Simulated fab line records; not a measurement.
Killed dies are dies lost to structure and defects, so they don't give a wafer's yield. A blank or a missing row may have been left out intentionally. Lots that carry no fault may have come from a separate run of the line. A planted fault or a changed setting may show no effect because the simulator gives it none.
8D (eight disciplines) problem report, filled in by code ; flow sky130 ; the parts of the form that need people (team, actions taken, sign-off) are left out

## 1. PROBLEM STATEMENT
At SKY_METAL5_COAT_09, spin-speed-rpm averages 2871.9 rpm over 6 wafers from 2 lots, while fault-free wafers read 2999.9 rpm, standard deviation 1.7. That is -75 standard deviations from the usual mean.
The step: resist thk 1800 nm.
The first sign was on wafer L859.2 at day 47 01:13, on litho-track-03. At this step, 33 wafers from 11 lots have a number in the record. Rule for "out" (also "out of limits"): further than 4 standard deviations from the usual mean. Any other wafer with a number is counted as sound.

## 2. WHAT IT IS AND WHAT IT IS NOT
question;is;is not
which readings at this step;spin-speed-rpm;resist-line-temp-C
which lots;L859, L863;L846, L851, L853, L856, L857, L858, L866, L868, L869
which wafers of those lots;all that have a number;-
read on which tools;litho-track-03;litho-track-01, litho-track-04
when;from day 47 01:13;"up to then (15 sound wafers); but 12 sound wafers of L858, L866, L868, L869 came after"

## 3. WHAT RULES OUT EACH SUSPECT
Counting: a tool stays on the suspect list if, at a process step up to the reading, it processed all lots that are out and no sound lot following the first of them.
- litho-track-03 at SKY_METAL5_COAT_09 (resist thk 1800 nm): kept. Every lot that is out went through it, starting with L859 (day 47 01:13), and after that it ran no sound lot; the last sound lot it ran before then is L856 (day 46 21:04). On those wafers its own readings are out: spin-speed-rpm.
Left after counting: litho-track-03 at SKY_METAL5_COAT_09.

## 4. THE CAUSE (what the simulator had put in)
Drift in process parameters on litho-track-03 at SKY_METAL5_COAT_09, starting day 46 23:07. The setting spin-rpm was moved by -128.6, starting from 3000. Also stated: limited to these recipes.
Only this tool survived the counting.

## 5. SEQUENCE OF EFFECTS, ordered by route
Rows list readings where the struck wafers' mean (over those with a number) sits beyond 3 standard deviations from the usual. Only readings for which the record gives a usual standard deviation are gone through. hours: the time from each lot's start at the first step in this table that gives one to its start at this step, as a median over the lots. sigmas: the change in usual standard deviations.
hours;step;reading;usual;on struck wafers;change;sigmas
0;SKY_METAL5_COAT_09;spin-speed-rpm;2999.9 rpm;2871.9;-128.0;-75
Its process steps:
- SKY_METAL5_COAT_09: resist thk 1800 nm.

## 6. HOW IT WOULD HAVE BEEN CAUGHT EARLIER
The fault began at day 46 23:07; the first out-of-limits reading in this record came at day 47 01:13, 2 hours later.
